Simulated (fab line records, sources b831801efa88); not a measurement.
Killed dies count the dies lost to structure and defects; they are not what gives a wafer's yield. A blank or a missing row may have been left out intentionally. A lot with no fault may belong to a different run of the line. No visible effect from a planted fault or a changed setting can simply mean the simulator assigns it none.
What tool caused it? ; flow sky130 ; 12 lots with 36 wafers sampled at 5 steps, on a route of 708 steps

== WHAT EACH GAUGE READ, for each wafer ==
SKY_VT_ADJUST_LVTN_TW_MEAS_21. Usual: VT_ADJUST_LVTN_2_TW typically reads 188.4, with standard deviation 0.98.
lot;measured;on;VT_ADJUST_LVTN_2_TW;flag
L219;day 7 11:38;film metro-02;188.0 189.0 189.4;
L226;day 9 10:14;film metro-04;209.7 209.0 208.5;OFF
L229;day 10 07:15;film metro-04;209.3 208.3 208.8;OFF
L230;day 10 14:29;film metro-01;187.4 187.3 188.1;
L232;day 11 03:00;film metro-01;188.6 187.7 186.7;
L235;day 12 21:38;film metro-02;187.5 187.1 188.0;
L237;day 13 10:52;film metro-04;189.9 190.4 189.7;
L238;day 13 11:25;film metro-01;188.0 188.8 188.3;
L240;day 13 23:33;film metro-04;190.0 189.9 189.2;
L239;day 13 23:56;film metro-02;188.1 189.1 189.0;
L241;day 14 03:38;film metro-04;189.1 189.1 187.9;
L242;day 15 21:44;film metro-02;188.2 188.7 188.6;

SKY_VT_ADJUST_NCORE_TW_MEAS_11. Usual: VT_ADJUST_NCORE_TW typically reads 217.7, with standard deviation 2.3.
lot;measured;on;VT_ADJUST_NCORE_TW;flag
L219;day 8 07:28;film metro-03;214.2 213.8 213.9;
L226;day 10 07:58;film metro-01;218.5 218.5 219.7;
L229;day 11 06:07;film metro-01;219.4 217.4 218.5;
L230;day 11 14:11;film metro-02;221.4 220.7 220.9;
L232;day 12 03:02;film metro-01;218.3 218.6 217.3;
L235;day 13 22:55;film metro-01;218.6 218.3 218.9;
L237;day 14 13:13;film metro-01;218.0 218.3 217.9;
L238;day 14 14:02;film metro-03;212.4 214.4 213.8;
L240;day 15 02:44;film metro-02;220.5 220.5 219.1;
L239;day 15 03:01;film metro-03;213.7 214.7 215.0;
L241;day 15 06:25;film metro-02;220.2 218.8 219.5;
L242;day 17 02:45;film metro-01;216.4 217.7 218.5;

SKY_POLY_GATE_THK_MEAS_04. Usual: POLY_GATE_CVD_03_THK typically reads 74.4 nm, with standard deviation 0.74.
lot;measured;on;POLY_GATE_CVD_03_THK (nm);flag
L219;day 14 19:28;film metro-03;75.1 75.8 75.6;
L226;day 17 11:04;film metro-01;74.6 73.9 74.7;
L229;day 18 11:44;film metro-01;73.5 73.9 74.6;
L230;day 18 23:25;film metro-04;74.9 74.4 73.8;
L232;day 19 15:09;film metro-03;74.5 75.0 74.8;
L235;day 21 18:35;film metro-01;74.2 73.9 73.6;
L237;day 22 08:35;film metro-01;75.2 75.0 75.7;
L238;day 22 12:35;film metro-01;74.2 74.4 73.7;
L240;day 22 23:31;film metro-01;73.5 73.3 74.1;
L239;day 23 04:37;film metro-04;74.3 74.7 74.8;
L241;day 23 06:28;film metro-03;73.5 73.2 73.5;
L242;day 25 06:22;film metro-03;75.2 75.1 75.0;

== EACH LOT AND THE TOOL THAT RAN IT (in order: tool; ch and the chambers of the sampled wafers; start) ==
lot;SKY_VT_ADJUST_LVTN_IMPLANT_19;SKY_VT_ADJUST_LVTN_STRIP_20
L219;implanter-04 ch 0, day 7 11:23;plasma asher-04 ch 0,1, day 7 11:32
L226;implanter-02 ch 0, day 9 09:59;plasma asher-04 ch 0,1, day 9 10:08
L229;implanter-02 ch 0, day 10 07:01;plasma asher-03 ch 0,1, day 10 07:08
L230;implanter-04 ch 0, day 10 14:15;plasma asher-04 ch 0,1, day 10 14:23
L232;implanter-04 ch 0, day 11 02:47;plasma asher-03 ch 0,1, day 11 02:55
L235;implanter-04 ch 0, day 12 21:23;plasma asher-04 ch 0,1, day 12 21:32
L237;implanter-04 ch 0, day 13 10:39;plasma asher-02 ch 0,1, day 13 10:47
L238;implanter-02 ch 0, day 13 11:11;plasma asher-03 ch 0,1, day 13 11:19
L240;implanter-04 ch 0, day 13 23:19;plasma asher-02 ch 0,1, day 13 23:26
L239;implanter-02 ch 0, day 13 23:41;plasma asher-03 ch 0,1, day 13 23:50
L241;implanter-04 ch 0, day 14 03:23;plasma asher-02 ch 0,1, day 14 03:32
L242;implanter-02 ch 0, day 15 21:29;plasma asher-02 ch 0,1, day 15 21:38
- SKY_VT_ADJUST_LVTN_IMPLANT_19
- SKY_VT_ADJUST_LVTN_STRIP_20: strips in O2/N2.

== AS READ BY THE TOOLS THEMSELVES (means over the sampled wafers that have a number; for cases with no such wafer, the mark the record gives instead) ==
SKY_VT_ADJUST_LVTN_IMPLANT_19. Usual: beam on s 10.02 s, standard deviation 0.18; faraday current uA 3.66, standard deviation 0.067.
lot;tool;beam on s (s);faraday current uA;flag
L219;implanter-04;9.97;3.67;
L226;implanter-02;14.13;2.59;OFF
L229;implanter-02;14.14;2.59;OFF
L230;implanter-04;10.10;3.62;
L232;implanter-04;10.29;3.57;
L235;implanter-04;10.11;3.63;
L237;implanter-04;10.20;3.59;
L238;implanter-02;10.06;3.64;
L240;implanter-04;10.04;3.65;
L239;implanter-02;9.92;3.68;
L241;implanter-04;9.98;3.66;
L242;implanter-02;10.06;3.64;

SKY_VT_ADJUST_LVTN_STRIP_20. Usual: chamber pressure mTorr 1500.0 mTorr, standard deviation 1.4; drypump motor current A 5.6 A, standard deviation 0.3; oes product au 0.716 a.u., standard deviation 0.0047; strip time to endpoint s 14.18 s, standard deviation 0.042.
lot;tool;chamber pressure mTorr (mTorr);drypump motor current A (A);oes product au (a.u.);strip time to endpoint s (s);flag
L219;plasma asher-04;1500.7;5.3;0.715;14.18;
L226;plasma asher-04;1500.3;5.3;0.719;14.15;
L229;plasma asher-03;1499.5;5.8;0.721;14.18;
L230;plasma asher-04;1500.6;5.3;0.713;14.15;
L232;plasma asher-03;1499.5;5.8;0.713;14.22;
L235;plasma asher-04;1499.6;5.3;0.720;14.19;
L237;plasma asher-02;1500.3;5.9;0.716;14.14;
L238;plasma asher-03;1500.3;5.5;0.720;14.24;
L240;plasma asher-02;1498.1;5.9;0.714;14.16;
L239;plasma asher-03;1500.8;5.8;0.712;14.16;
L241;plasma asher-02;1499.9;5.8;0.719;14.22;
L242;plasma asher-02;1501.4;5.9;0.712;14.21;

== THE ANSWER, worked out from the rows above alone ==
Rule: a lot is off if the mean of its wafers that have a number lies more than 3 standard deviations from the usual mean. Also off: a lot with no number at a reading for which 4 or more lots have one. Any other lot the step has rows for is counted as sound. Order of review: gauges by route order, followed by the tools' own readings, for which a lot's mean as printed above is used. The first step at which some lot is off is used, and at that step the reading that is off furthest; a lot without a number counts as furthest.
Off: L226, L229, seen at SKY_VT_ADJUST_LVTN_TW_MEAS_21 (VT_ADJUST_LVTN_2_TW).
A tool fits if, at a process step before that reading, it ran every lot that is off, and no sound lot after the first of them. The gauges at SKY_VT_ADJUST_LVTN_TW_MEAS_21 aren't tried: what is off there is off at SKY_VT_ADJUST_LVTN_IMPLANT_19 too, on other tools, and a gauge's error can't cause that. Not one of the candidates tried fits.

== WHAT THE SIMULATOR PUT IN ==
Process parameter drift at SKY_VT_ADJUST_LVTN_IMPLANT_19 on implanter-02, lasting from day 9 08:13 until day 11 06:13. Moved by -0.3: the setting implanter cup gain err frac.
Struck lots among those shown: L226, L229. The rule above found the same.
